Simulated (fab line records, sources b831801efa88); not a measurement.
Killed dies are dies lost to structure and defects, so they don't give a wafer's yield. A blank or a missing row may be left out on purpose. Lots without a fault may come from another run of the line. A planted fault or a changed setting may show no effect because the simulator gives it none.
fab line records | flow sky130 | part 2 of 2: steps 43 to 43 of 43
record lots=6 wafers=18 last_day=49
route steps=708 shown METAL3@558 VIA3@573 METAL4@598 PAD_OPEN@708
lots that met no fault: from a run of the same line without faults
start_h: hours from the record's first day to the start of the lot's first wafer shown | wait_h: hours since the lot's step before | " the same as in the row above | L1.1+2: a row that stands for several wafers | - no value, or no start given | * or withheld: withheld | < > ~ a bound
route shown NAME@n: a module of which the file shows steps, and the number in the route of the first | usual: mean/standard deviation of fault-free wafers | same: alike in all rows | chamber/n: place in a boat | sites: the reading at each site | _std_site: their standard deviation | _edge_site: outer sites' mean less inner sites' | radius_mm: how far each site lies from the wafer's centre | mask NAME#n: copy n | behind: the tool/chamber that last shaped the wafer | hold: why the lot was held/for how many hours/how that ended | device: the transistor (n, p or np) that didn't switch | end of line: the same wafers' tests at the end of the route | a step without rows: its recipe alone | killed: dies lost to structure and defects at the first sort, not the wafer's yield | map: a wafer's dies, x killed, . not, _ none there
set.NAME: the setting as run; set.NAME@STEP: as run at that earlier step | model.NAME: the simulator's own value behind a step, which no gauge read
lots at some steps of the route; a table a step, a row a wafer
services: from which hour (start_h, from the record's first day; less than 0 if before it) a tool's chamber was out of use, for how many hours, and why
## steps
# step SKY_PAD_OPEN_PROBE_99
# usual defect_limited_yield=82.1/1.8 killed_at_M0_to_M3=45/6.9 killed_at_M4_up=3.2/1.8 killed_at_contacts=25/5.3 killed_at_front_end=16/4.3 killed_at_other=0.2/0.52 killed_dies=88/8.7 killed_open=48/6.5 killed_short=40/6 sort_bin_3_pad_short=0.9/0.4 sort_bin_5_function=10.8/1.5 sort_bin_6_memory=6.3/1 sort_n_pass=404/8.7 sort_yield_pct=82.1/1.8
# same gross_dies=492 killed_at_back_side=0 sort_bin_4_leakage[%]=0 sort_bin_8_speed[%]=0
# columns lot.wafer tool chamber start_h wait_h defect_limited_yield[%] killed_at_M0_to_M3 killed_at_M4_up killed_at_contacts killed_at_front_end killed_at_other killed_dies killed_open killed_short sort_bin_3_pad_short[%] sort_bin_5_function[%] sort_bin_6_memory[%] sort_n_pass sort_yield_pct[%] model.etest.tester.sort_n_pass model.etest.tester.sort_yield_pct model.etest.tester.sort_bin_5_pct model.etest.tester.sort_bin_3_pct
L743.2 prober-01 - 1136.68 0.1 80.9 40 6 30 18 0 94 58 36 1.0 12.2 5.9 398 80.9 398 80.89 12.2 1.016
L743.4 prober-01 - 1136.78 0.2 81.3 54 3 18 17 0 92 55 36 0.4 12.4 5.9 400 81.3 400 81.3 12.4 0.4065
L743.6 prober-01 - 1136.88 0.2 82.7 45 3 17 19 1 85 50 35 0.8 12.0 4.5 407 82.7 407 82.72 11.99 0.813
L744.3 prober-01 - 1151.84 0.2 80.9 52 3 20 19 0 94 56 37 0.8 11.4 6.9 398 80.9 398 80.89 11.38 0.813
L744.5 prober-01 - 1151.94 0.2 84.8 36 0 20 19 0 75 43 31 0.6 9.8 4.9 417 84.8 417 84.76 9.756 0.6098
L744.6 prober-01 - 1151.99 0.2 83.7 39 4 20 17 0 80 45 34 1.0 9.6 5.7 412 83.7 412 83.74 9.553 1.016
L747.1 prober-01 - 1158.38 0.1 82.1 48 2 18 19 1 88 49 38 1.6 9.8 6.5 404 82.1 404 82.11 9.756 1.626
L747.4 prober-01 - 1158.53 0.2 80.9 52 2 19 20 1 94 55 36 0.6 11.8 6.7 398 80.9 398 80.89 11.79 0.6098
L747.5 prober-01 - 1158.58 0.2 84.3 36 3 20 18 0 77 46 31 0.4 7.9 7.3 415 84.3 415 84.35 7.927 0.4065
L749.1 prober-01 - 1176.54 0.1 74.2 86 5 25 11 0 127 43 35 1.8 17.5 6.5 365 74.2 365 74.19 17.48 1.829
L749.5 prober-01 - 1176.74 0.2 74.2 98 1 17 11 0 127 37 39 3.0 16.7 6.1 365 74.2 365 74.19 16.67 3.049
L749.6 prober-01 - 1176.79 0.2 73.2 97 2 20 13 0 132 38 41 3.3 17.5 6.1 360 73.2 360 73.17 17.48 3.252
L750.1 prober-02 - 1179.83 0.1 82.5 39 2 24 20 1 86 47 39 1.0 10.2 6.3 406 82.5 406 82.52 10.16 1.016
L750.4 prober-02 - 1179.98 0.2 80.3 46 4 30 17 0 97 59 38 1.2 10.2 8.3 395 80.3 395 80.28 10.16 1.22
L750.6 prober-02 - 1180.08 0.2 78.7 48 2 25 30 0 105 60 45 0 11.2 10.2 387 78.7 387 78.66 11.18 0
L754.2 prober-02 - 1187.06 0.1 73.8 87 3 24 15 0 129 40 29 2.6 17.1 6.5 363 73.8 363 73.78 17.07 2.642
L754.3 prober-02 - 1187.11 0.2 73.8 92 1 24 12 0 129 55 33 3.0 16.7 6.5 363 73.8 363 73.78 16.67 3.049
L754.4 prober-02 - 1187.16 0.2 72.4 95 2 25 14 0 136 42 44 3.3 16.5 7.9 356 72.4 356 72.36 16.46 3.252
# killed by level:class
L743.2 VIA1:geometric_particle:open=12 CONTACT:geometric_particle:open=11 LI_CONTACT:geometric_particle:open=8 FIELD_ISO:geometric_particle:open=5 VIA1:geometric_particle:short=5 FIELD_ISO:geometric_particle:short=4 POLY_GATE:geometric_particle:open=4 VIA3:geometric_particle:open=4
L743.4 VIA1:geometric_particle:open=14 VIA3:geometric_particle:open=10 CONTACT:geometric_particle:open=9 VIA2:geometric_particle:open=7 VIA1:geometric_particle:short=6 FIELD_ISO:geometric_particle:short=5 FIELD_ISO:geometric_particle:open=4 POLY_GATE:geometric_particle:short=4
L743.6 VIA1:geometric_particle:open=12 FIELD_ISO:geometric_particle:open=6 VIA2:geometric_particle:open=6 CONTACT:geometric_particle:open=6 METAL1:geometric_particle:short=6 METAL2:geometric_particle:short=6 VIA3:geometric_particle:open=6 LI_CONTACT:geometric_particle:open=4
L744.3 VIA1:geometric_particle:open=11 VIA3:geometric_particle:open=10 VIA3:geometric_particle:short=8 CONTACT:geometric_particle:open=7 LI_CONTACT:geometric_particle:open=7 VIA2:geometric_particle:open=7 FIELD_ISO:geometric_particle:open=6 POLY_GATE:geometric_particle:short=6
L744.5 CONTACT:geometric_particle:open=8 VIA3:geometric_particle:short=7 CONTACT:geometric_particle:short=6 VIA1:geometric_particle:open=6 VIA2:geometric_particle:open=6 POLY_GATE:geometric_particle:open=5 SPACER:geometric_particle:open=5 VIA3:geometric_particle:open=5
L744.6 VIA3:geometric_particle:open=11 VIA1:geometric_particle:open=11 CONTACT:geometric_particle:open=7 VIA2:geometric_particle:open=6 POLY_GATE:geometric_particle:open=4 SPACER:geometric_particle:short=4 METAL2:geometric_particle:short=4 FIELD_ISO:geometric_particle:short=3
L747.1 VIA1:geometric_particle:open=11 VIA2:geometric_particle:open=10 LI_CONTACT:geometric_particle:open=8 POLY_GATE:geometric_particle:short=6 VIA3:geometric_particle:open=6 METAL2:geometric_particle:short=5 CONTACT:geometric_particle:open=5 POLY_GATE:geometric_particle:open=4
L747.4 VIA1:geometric_particle:open=14 CONTACT:geometric_particle:open=11 VIA1:geometric_particle:short=9 POLY_GATE:geometric_particle:open=6 VIA3:geometric_particle:open=6 VIA2:geometric_particle:open=5 METAL1:geometric_particle:open=4 FIELD_ISO:geometric_particle:open=3
L747.5 VIA2:geometric_particle:open=7 FIELD_ISO:geometric_particle:open=6 CONTACT:geometric_particle:open=6 VIA1:geometric_particle:open=6 METAL2:geometric_particle:short=5 METAL2:geometric_particle:open=5 LI_CONTACT:geometric_particle:open=4 CONTACT:geometric_particle:short=4
L749.1 METAL3:unspecified=48 CONTACT:geometric_particle:open=11 VIA1:geometric_particle:open=10 LOCAL_INTERCONNECT:geometric_particle:short=8 METAL1:geometric_particle:short=6 VIA1:geometric_particle:short=5 VIA2:geometric_particle:open=4 VIA3:geometric_particle:open=4
L749.5 METAL3:unspecified=51 VIA2:geometric_particle:open=9 VIA1:geometric_particle:open=7 METAL2:geometric_particle:short=5 LOCAL_INTERCONNECT:geometric_particle:short=5 LI_CONTACT:geometric_particle:open=5 VIA2:geometric_particle:short=5 METAL1:geometric_particle:short=4
L749.6 METAL3:unspecified=52 VIA1:geometric_particle:open=14 CONTACT:geometric_particle:short=10 VIA1:geometric_particle:short=5 VIA2:geometric_particle:open=5 CONTACT:geometric_particle:open=4 METAL1:geometric_particle:short=4 VIA2:geometric_particle:short=4
L750.1 LI_CONTACT:geometric_particle:open=9 POLY_GATE:geometric_particle:short=7 CONTACT:geometric_particle:open=7 VIA1:geometric_particle:open=7 POLY_GATE:geometric_particle:open=6 VIA3:geometric_particle:short=6 LOCAL_INTERCONNECT:geometric_particle:short=5 VIA1:geometric_particle:short=5
L750.4 VIA1:geometric_particle:open=13 CONTACT:geometric_particle:open=11 LI_CONTACT:geometric_particle:open=9 VIA2:geometric_particle:open=9 POLY_GATE:geometric_particle:short=6 POLY_GATE:geometric_particle:open=6 METAL2:geometric_particle:short=5 CONTACT:geometric_particle:short=5
L750.6 CONTACT:geometric_particle:open=11 VIA1:geometric_particle:open=10 POLY_GATE:geometric_particle:open=9 POLY_GATE:geometric_particle:short=9 VIA3:geometric_particle:open=9 LI_CONTACT:geometric_particle:open=7 VIA1:geometric_particle:short=6 METAL2:geometric_particle:short=6
L754.2 METAL3:unspecified=60 CONTACT:geometric_particle:open=12 VIA1:geometric_particle:open=7 LI_CONTACT:geometric_particle:open=6 FIELD_ISO:geometric_particle:short=5 METAL1:geometric_particle:short=5 METAL2:geometric_particle:short=4 VIA2:geometric_particle:open=4
L754.3 METAL3:unspecified=41 VIA1:geometric_particle:open=16 CONTACT:geometric_particle:open=11 VIA1:geometric_particle:short=8 VIA2:geometric_particle:open=7 LI_CONTACT:geometric_particle:open=5 METAL2:geometric_particle:short=5 FIELD_ISO:geometric_particle:open=4
L754.4 METAL3:unspecified=50 METAL2:geometric_particle:short=11 CONTACT:geometric_particle:open=10 VIA1:geometric_particle:short=10 LI_CONTACT:geometric_particle:open=7 VIA1:geometric_particle:open=6 VIA3:geometric_particle:open=6 FIELD_ISO:geometric_particle:short=4
# map L749.6 (x killed, . not)
__________.........._________
________..x..........._______
______xx........xxx.x.x._____
_____.....x......x.......____
____.xxx........x......x.x___
___......x..xx.......x....x__
__.x...x.xx.......x.....x..._
_...xxxx.x..x..x.....x......x
_.xxxxxxxxx.x........x.x.....
_.xxxxxxxxxx..........x......
_x..xxxxxxxx........x........
_.xxxxxxxxxx..x.xx...x....x..
_..xxx.x.xxxx......x...x.....
_....xxxxx.......x.x....x....
_..xx.x.x....x..x...x........
__..x....xx.x......x.x...x.._
___.....x.x.............x.x__
____.....x.......x..x.....___
_____.......x...........x____
______.xx..x....x......._____
________.......x......_______
__________.x.x......_________
# map L754.4 (x killed, . not)
__________....x..x.._________
________.....x........_______
______.....x.x..x......x_____
_____..x.....xx..........____
____x.x........x.......xxx___
___.....x.......x.x.xxx...x__
__...................xxxxxxx_
_x........x....x...x.xxxxx.x.
_......x.x...x..x...xxxxxxxxx
_.........xx........x.xxxxxxx
_...x.x........x..x.xxxxxxxxx
_...x....xx.x........xxxx.x..
_....x..x..............xxx.x.
_..............xx.x.xx.x....x
_..x............x..........xx
__.x........xx...x........x._
___....x.xx.....xx...xxx...__
____...x...xx.x.....x..x.x___
_____...x...x...x......x.____
______..........x.x....x_____
________..xx.......x.._______
__________...x.xxx.._________
## services
# columns tool chamber start_h hours kind
rie_metal-03 - 958.82 1.4 repair
plasma_asher-01 - 960.72 0.6 repair
cmp-01 - 965.00 1.7 repair
plasma_asher-02 - 965.61 9.3 repair
plasma_asher-01 - 968.31 3.0 repair
wet_bench-03 - 993.02 1.6 repair
rie_metal-04 - 997.16 0.6 repair
rie_metal-04 - 999.64 3.3 repair
cmp-02 - 1000.52 4.5 pm
cmp-01 - 1008.52 0.7 repair
wet_bench-02 - 1012.15 4.4 pm
rie_diel-01 3 1012.52 4.3 repair
rie_metal-03 - 1013.87 2.8 pm
rie_metal-03 - 1017.03 0.9 repair
rie_diel-01 1 1017.66 4.4 repair
plasma_asher-01 - 1027.92 0.9 repair
rie_diel-01 2 1032.37 8.8 repair
rie_diel-03 3 1035.97 3.6 repair
rie_diel-03 0 1036.78 6.0 repair
rie_diel-03 - 1043.91 0.7 repair
rie_diel-01 - 1054.68 15.6 pm
rie_metal-03 0 1056.01 1.1 repair
rie_metal-01 0 1067.85 6.4 repair
cmp-02 - 1069.97 5.6 pm
## key
first_sign step=SKY_PAD_OPEN_PROBE_99 reading=killed_at_M0_to_M3 direction=up sigmas=6.9 usual=45 struck=92
effect step=SKY_PAD_OPEN_PROBE_99 reading=sort_bin_3_pad_short direction=up sigmas=4.9 usual=0.9 struck=2.8
model_effect step=SKY_PAD_OPEN_PROBE_99 value=etest.tester.sort_n_pass without=405.3 struck=362
met_at SKY_METAL3_STRIP_20
struck_wafers L749.1,L749.5,L749.6,L754.2,L754.3,L754.4
onset_between 982.87 1025.58
fault kind=chamber_particle_source tool=wet_bench-02 chamber=- onset_h=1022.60 steps=SKY_METAL3_STRIP_20 rate_per_visit_cm2=0.72431 end_h=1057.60
